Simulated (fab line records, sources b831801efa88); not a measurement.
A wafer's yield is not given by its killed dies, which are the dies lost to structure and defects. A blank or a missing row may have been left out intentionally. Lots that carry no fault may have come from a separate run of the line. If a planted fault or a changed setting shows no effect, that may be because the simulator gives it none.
fab line records + flow sky130 + part 2 of 2: steps 28 to 37 of 37
[record]
- lots = 5
- wafers = 15
- last-day = 50
route steps=708 shown LOCAL_INTERCONNECT@402 CONTACT@406 METAL1@434
lots that met no fault: taken from a fault-free run of the same line
start-h: hours from the record's opening day to when the first of the lot's shown wafers began + wait-h: hours from the lot's prior step to this one + " as in the row above + L1.1+2: a single row standing in for several wafers + - no value, or no start was given + * or withheld: withheld + < > ~ a bound
route shown NAME@n: a module of which the file shows steps, and the number in the route of the first + usual: average and standard deviation across the fault-free wafers + same: alike in all rows + chamber/n: place in a boat + sites: per-site readings + _std_site: how widely they spread, as a standard deviation + _edge_site: mean of outer sites minus mean of inner sites + radius-mm: how far each site lies from the wafer's centre + mask NAME#n: copy n + behind: tool/chamber where the wafer was last shaped + hold: reason for holding the lot/hours on hold/outcome of the hold + device: whichever transistor did not switch (one of n, p or np) + end of line: the route-end tests of the same wafers + for a step that has no rows: nothing shown but its recipe + killed: count of dies lost to structure and defects at first sort (not the wafer's yield) + map: a wafer's dies, marking killed ones x, the rest . and places with no die _
set.NAME: setting as actually run; set.NAME@STEP: the setting as run at that earlier step + model.NAME: the simulator's own value behind a step, which no gauge read
a table for each step, a row for each wafer; lots at some steps of the route
services: when a tool's chamber went out of use (start-h, in hours from the record's first day, below 0 if earlier), for how many hours, and the reason
[[steps]]
[step SKY_CONTACT_SPUTTER_23]
[recipe]
- material = TiN
- target-thk-nm = 20
- chamber-pressure-pa = 5
- power-w = 4000
- time-s = 80
[usual]
- throttle-valve-pct = 29.8/0.82
| lot.wafer | tool           | chamber | start-h | wait-h | throttle-valve-pct |
|-----------|----------------|---------|---------|--------|--------------------|
| L075.1    | pvd-sputter-04 | -       | 770.19  | 0.0    | 31.0               |
| L075.2    | "              | -       | "       | "      | 28.7               |
| L075.4    | "              | -       | "       | "      | 29.2               |
| L076.2    | pvd-sputter-03 | -       | 774.49  | 0.0    | 29.9               |
| L076.4    | "              | -       | "       | "      | 30.3               |
| L076.6    | "              | -       | "       | "      | 29.9               |
| L085.2    | pvd-sputter-01 | -       | 854.49  | 0.0    | 29.0               |
| L085.5    | "              | -       | "       | "      | 28.8               |
| L085.6    | "              | -       | "       | "      | 31.2               |
| L089.4    | pvd-sputter-04 | -       | 880.20  | 0.0    | 31.0               |
| L089.5    | "              | -       | "       | "      | 30.2               |
| L089.6    | "              | -       | "       | "      | 28.5               |
| L091.1    | pvd-sputter-01 | -       | 889.62  | 0.0    | 28.5               |
| L091.4    | "              | -       | "       | "      | 29.1               |
| L091.5    | "              | -       | "       | "      | 31.3               |
[step SKY_CONTACT_CVD_24]
[recipe]
- material = W
- target-thk-nm = 340
- time-s = 102.12
- temp-c = 400
- pressure-torr = 40
[usual]
- heater-power-w = 892/82
| lot.wafer | tool     | chamber | start-h | wait-h | heater-power-w |
|-----------|----------|---------|---------|--------|----------------|
| L075.1    | cvd-w-01 | 0       | 770.26  | 0.0    | 897            |
| L075.2    | "        | 1       | "       | "      | 798            |
| L075.4    | "        | 0       | "       | "      | 915            |
| L076.2    | cvd-w-02 | 0       | 774.56  | 0.0    | 1012           |
| L076.4    | "        | 0       | "       | "      | 1002           |
| L076.6    | "        | 1       | "       | "      | 903            |
| L085.2    | cvd-w-01 | 1       | 854.56  | 0.0    | 786            |
| L085.5    | "        | 0       | "       | "      | 895            |
| L085.6    | "        | 1       | "       | "      | 784            |
| L089.4    | cvd-w-02 | 0       | 880.27  | 0.0    | 1010           |
| L089.5    | "        | 1       | "       | "      | 924            |
| L089.6    | "        | 0       | "       | "      | 1009           |
| L091.1    | cvd-w-01 | 1       | 889.69  | 0.0    | 781            |
| L091.4    | "        | 0       | "       | "      | 884            |
| L091.5    | "        | 1       | "       | "      | 756            |
[step SKY_CONTACT_RS_MEAS_25]
[recipe]
- thk-meas-gauge = four-point-probe
- reads = W_of_CONTACT_CVD_24+TiN_of_CONTACT_SPUTTER_23
[usual]
- CONTACT_W_RS = 0.337/0.0037
| lot.wafer | tool          | chamber | start-h | wait-h | CONTACT_W_RS[ohm/sq] |
|-----------|---------------|---------|---------|--------|----------------------|
| L075.1    | film-metro-03 | -       | 770.37  | 0.1    | 0.336                |
| L075.2    | "             | -       | "       | "      | 0.340                |
| L075.4    | "             | -       | "       | "      | 0.337                |
| L076.2    | film-metro-02 | -       | 774.69  | 0.1    | 0.343                |
| L076.4    | "             | -       | "       | "      | 0.339                |
| L076.6    | "             | -       | "       | "      | 0.336                |
| L085.2    | film-metro-02 | -       | 854.69  | 0.1    | 0.336                |
| L085.5    | "             | -       | "       | "      | 0.336                |
| L085.6    | "             | -       | "       | "      | 0.338                |
| L089.4    | film-metro-03 | -       | 880.40  | 0.1    | 0.333                |
| L089.5    | "             | -       | "       | "      | 0.331                |
| L089.6    | "             | -       | "       | "      | 0.341                |
| L091.1    | film-metro-04 | -       | 889.80  | 0.1    | 0.344                |
| L091.4    | "             | -       | "       | "      | 0.341                |
| L091.5    | "             | -       | "       | "      | 0.344                |
[step SKY_CONTACT_THK_MEAS_26]
[recipe]
- thk-meas-gauge = xrf
- reads = W_of_CONTACT_CVD_24
[usual]
- CONTACT_W_THK = 326/4.9
| lot.wafer | tool          | chamber | start-h | wait-h | CONTACT_W_THK[nm] |
|-----------|---------------|---------|---------|--------|-------------------|
| L075.1    | film-metro-03 | -       | 770.49  | 0.1    | 328               |
| L075.2    | "             | -       | "       | "      | 325               |
| L075.4    | "             | -       | "       | "      | 328               |
| L076.2    | film-metro-02 | -       | 774.80  | 0.1    | 319               |
| L076.4    | "             | -       | "       | "      | 322               |
| L076.6    | "             | -       | "       | "      | 323               |
| L085.2    | film-metro-02 | -       | 854.80  | 0.1    | 325               |
| L085.5    | "             | -       | "       | "      | 323               |
| L085.6    | "             | -       | "       | "      | 323               |
| L089.4    | film-metro-03 | -       | 880.49  | 0.1    | 334               |
| L089.5    | "             | -       | "       | "      | 334               |
| L089.6    | "             | -       | "       | "      | 324               |
| L091.1    | film-metro-04 | -       | 889.92  | 0.1    | 317               |
| L091.4    | "             | -       | "       | "      | 320               |
| L091.5    | "             | -       | "       | "      | 316               |
[step SKY_CONTACT_CMP_27]
[recipe]
- stop-on = SiO2
- t-overpolish-s = 15
- down-force-psi = 3.5
- platen-rpm = 60
- target-thk-nm = 0
- pad-velocity-m-s = 0.94248
[usual]
- motor-current-A = 11.0/1.2
- overpolish-run-s = 15.000/0.0085
- time-to-endpoint-s = 82/3.2
| lot.wafer | tool   | chamber | start-h | wait-h | motor-current-A | overpolish-run-s | time-to-endpoint-s |
|-----------|--------|---------|---------|--------|-----------------|------------------|--------------------|
| L075.2    | cmp-02 | 3       | 770.55  | 0.0    | 11.9            | 15.013           | 82                 |
| L075.4    | "      | 0       | "       | "      | 10.6            | 15.001           | 78                 |
| L075.1    | "      | 1       | "       | "      | 10.1            | 15.015           | 81                 |
| L076.4    | cmp-02 | 2       | 774.90  | 0.1    | 13.7            | 14.991           | 79                 |
| L076.2    | "      | 0       | "       | "      | 11.0            | 15.005           | 75                 |
| L076.6    | "      | 1       | "       | "      | 9.7             | 15.001           | 79                 |
| L085.2    | cmp-01 | 1       | 854.85  | 0.0    | 10.6            | 14.998           | 84                 |
| L085.6    | "      | 1       | "       | "      | 10.2            | 15.006           | 81                 |
| L085.5    | "      | 2       | "       | "      | 10.9            | 14.997           | 84                 |
| L089.4    | cmp-01 | 0       | 880.52  | 0.0    | 9.2             | 14.996           | 83                 |
| L089.6    | "      | 0       | "       | "      | 8.3             | 15.003           | 78                 |
| L089.5    | "      | 1       | "       | "      | 10.3            | 14.988           | 82                 |
| L091.1    | cmp-02 | 3       | 890.08  | 0.2    | 11.0            | 14.992           | 83                 |
| L091.4    | "      | 0       | "       | "      | 10.5            | 15.000           | 80                 |
| L091.5    | "      | 2       | "       | "      | 13.2            | 14.998           | 81                 |
[step SKY_METAL1_SPUTTER_00]
[recipe]
- material = Ti
- target-thk-nm = 15
- power-w = 3000
- time-s = 10
- chamber-pressure-pa = 0.4
[usual]
- throttle-valve-pct = 30.0/0.73
| lot.wafer | tool           | chamber | start-h | wait-h | throttle-valve-pct |
|-----------|----------------|---------|---------|--------|--------------------|
| L075.1    | pvd-sputter-03 | -       | 770.85  | 0.1    | 30.1               |
| L075.2    | "              | -       | "       | "      | 30.6               |
| L075.4    | "              | -       | "       | "      | 29.7               |
| L076.2    | pvd-sputter-04 | -       | 775.15  | 0.1    | 28.6               |
| L076.4    | "              | -       | "       | "      | 29.3               |
| L076.6    | "              | -       | "       | "      | 28.4               |
| L085.2    | pvd-sputter-03 | -       | 855.15  | 0.2    | 30.1               |
| L085.5    | "              | -       | "       | "      | 30.0               |
| L085.6    | "              | -       | "       | "      | 31.2               |
| L089.4    | pvd-sputter-02 | -       | 880.82  | 0.2    | 30.0               |
| L089.5    | "              | -       | "       | "      | 30.1               |
| L089.6    | "              | -       | "       | "      | 30.8               |
| L091.1    | pvd-sputter-04 | -       | 890.28  | 0.1    | 30.2               |
| L091.4    | "              | -       | "       | "      | 30.3               |
| L091.5    | "              | -       | "       | "      | 30.7               |
[step SKY_METAL1_SPUTTER_01]
[recipe]
- material = TiN
- target-thk-nm = 20
- power-w = 6500
- time-s = 16.7
- chamber-pressure-pa = 0.4
[usual]
- throttle-valve-pct = 30.0/0.74
| lot.wafer | tool           | chamber | start-h | wait-h | throttle-valve-pct |
|-----------|----------------|---------|---------|--------|--------------------|
| L075.1    | pvd-sputter-03 | -       | 770.87  | 0.0    | 30.2               |
| L075.2    | "              | -       | "       | "      | 30.9               |
| L075.4    | "              | -       | "       | "      | 29.5               |
| L076.2    | pvd-sputter-04 | -       | 775.17  | 0.0    | 28.5               |
| L076.4    | "              | -       | "       | "      | 29.1               |
| L076.6    | "              | -       | "       | "      | 28.3               |
| L085.2    | pvd-sputter-03 | -       | 855.17  | 0.0    | 29.8               |
| L085.5    | "              | -       | "       | "      | 29.6               |
| L085.6    | "              | -       | "       | "      | 30.8               |
| L089.4    | pvd-sputter-02 | -       | 880.84  | 0.0    | 30.1               |
| L089.5    | "              | -       | "       | "      | 30.0               |
| L089.6    | "              | -       | "       | "      | 30.8               |
| L091.1    | pvd-sputter-04 | -       | 890.30  | 0.0    | 30.2               |
| L091.4    | "              | -       | "       | "      | 30.1               |
| L091.5    | "              | -       | "       | "      | 30.6               |
[step SKY_METAL1_SPUTTER_02]
[recipe]
- material = AlCu
- target-thk-nm = 250
- power-w = 10600
- time-s = 13.3
- chamber-pressure-pa = 0.4
[usual]
- throttle-valve-pct = 30.0/0.72
| lot.wafer | tool           | chamber | start-h | wait-h | throttle-valve-pct |
|-----------|----------------|---------|---------|--------|--------------------|
| L075.1    | pvd-sputter-03 | -       | 770.89  | 0.0    | 30.4               |
| L075.2    | "              | -       | "       | "      | 30.5               |
| L075.4    | "              | -       | "       | "      | 29.3               |
| L076.2    | pvd-sputter-04 | -       | 775.19  | 0.0    | 28.8               |
| L076.4    | "              | -       | "       | "      | 29.0               |
| L076.6    | "              | -       | "       | "      | 28.5               |
| L085.2    | pvd-sputter-03 | -       | 855.19  | 0.0    | 29.8               |
| L085.5    | "              | -       | "       | "      | 29.8               |
| L085.6    | "              | -       | "       | "      | 30.6               |
| L089.4    | pvd-sputter-02 | -       | 880.87  | 0.0    | 29.9               |
| L089.5    | "              | -       | "       | "      | 29.9               |
| L089.6    | "              | -       | "       | "      | 30.9               |
| L091.1    | pvd-sputter-04 | -       | 890.33  | 0.0    | 30.3               |
| L091.4    | "              | -       | "       | "      | 30.3               |
| L091.5    | "              | -       | "       | "      | 30.9               |
[step SKY_METAL1_SPUTTER_03]
[recipe]
- material = Ti
- target-thk-nm = 5
- power-w = 3000
- time-s = 3.3
- chamber-pressure-pa = 0.4
[usual]
- throttle-valve-pct = 30.0/0.71
| lot.wafer | tool           | chamber | start-h | wait-h | throttle-valve-pct |
|-----------|----------------|---------|---------|--------|--------------------|
| L075.1    | pvd-sputter-03 | -       | 770.92  | 0.0    | 30.1               |
| L075.2    | "              | -       | "       | "      | 30.8               |
| L075.4    | "              | -       | "       | "      | 29.6               |
| L076.2    | pvd-sputter-04 | -       | 775.22  | 0.0    | 28.9               |
| L076.4    | "              | -       | "       | "      | 29.1               |
| L076.6    | "              | -       | "       | "      | 28.5               |
| L085.2    | pvd-sputter-03 | -       | 855.22  | 0.0    | 29.8               |
| L085.5    | "              | -       | "       | "      | 29.7               |
| L085.6    | "              | -       | "       | "      | 30.9               |
| L089.4    | pvd-sputter-02 | -       | 880.89  | 0.0    | 29.8               |
| L089.5    | "              | -       | "       | "      | 30.0               |
| L089.6    | "              | -       | "       | "      | 30.7               |
| L091.1    | pvd-sputter-04 | -       | 890.35  | 0.0    | 30.2               |
| L091.4    | "              | -       | "       | "      | 30.4               |
| L091.5    | "              | -       | "       | "      | 30.8               |
[step SKY_METAL1_SPUTTER_04]
[recipe]
- material = TiN
- target-thk-nm = 70
- power-w = 6500
- time-s = 58.3
- chamber-pressure-pa = 0.4
[usual]
- throttle-valve-pct = 30.0/0.73
| lot.wafer | tool           | chamber | start-h | wait-h | throttle-valve-pct |
|-----------|----------------|---------|---------|--------|--------------------|
| L075.1    | pvd-sputter-03 | -       | 770.94  | 0.0    | 30.3               |
| L075.2    | "              | -       | "       | "      | 30.6               |
| L075.4    | "              | -       | "       | "      | 29.6               |
| L076.2    | pvd-sputter-04 | -       | 775.24  | 0.0    | 28.6               |
| L076.4    | "              | -       | "       | "      | 29.1               |
| L076.6    | "              | -       | "       | "      | 28.4               |
| L085.2    | pvd-sputter-03 | -       | 855.24  | 0.0    | 30.1               |
| L085.5    | "              | -       | "       | "      | 29.9               |
| L085.6    | "              | -       | "       | "      | 30.9               |
| L089.4    | pvd-sputter-02 | -       | 880.91  | 0.0    | 29.8               |
| L089.5    | "              | -       | "       | "      | 30.3               |
| L089.6    | "              | -       | "       | "      | 30.6               |
| L091.1    | pvd-sputter-04 | -       | 890.37  | 0.0    | 30.3               |
| L091.4    | "              | -       | "       | "      | 30.5               |
| L091.5    | "              | -       | "       | "      | 30.7               |
[[services]]
| tool            | chamber | start-h | hours | kind   |
|-----------------|---------|---------|-------|--------|
| cvd-w-01        | -       | 718.73  | 6.9   | pm     |
| wet-bench-03    | -       | 720.06  | 5.0   | repair |
| pecvd-04        | 1       | 729.56  | 3.1   | repair |
| plasma-asher-01 | -       | 729.63  | 2.9   | repair |
| cvd-w-01        | -       | 730.42  | 0.8   | repair |
| krf-scanner-02  | -       | 731.84  | 1.0   | pm     |
| plasma-asher-01 | -       | 733.75  | 9.0   | pm     |
| cmp-01          | -       | 734.26  | 6.8   | pm     |
| pvd-sputter-03  | -       | 739.10  | 17.8  | repair |
| wet-bench-02    | -       | 740.52  | 1.9   | pm     |
| rie-diel-04     | 0       | 744.00  | 1.5   | repair |
| cmp-02          | -       | 745.57  | 4.0   | pm     |
| rie-diel-04     | 0       | 761.38  | 2.3   | repair |
| pvd-sputter-02  | -       | 792.20  | 2.2   | repair |
| wet-bench-04    | -       | 796.46  | 2.6   | repair |
| cmp-01          | -       | 803.26  | 7.1   | pm     |
| pvd-sputter-04  | -       | 805.07  | 0.9   | repair |
| rie-diel-01     | -       | 814.32  | 1.2   | repair |
| cmp-01          | -       | 827.94  | 0.5   | repair |
| cmp-02          | -       | 846.00  | 7.3   | repair |
| rie-diel-01     | -       | 850.39  | 0.8   | repair |
| pvd-sputter-02  | -       | 863.18  | 4.3   | repair |
| cmp-02          | -       | 864.95  | 0.7   | repair |
| cmp-01          | -       | 881.07  | 3.2   | repair |
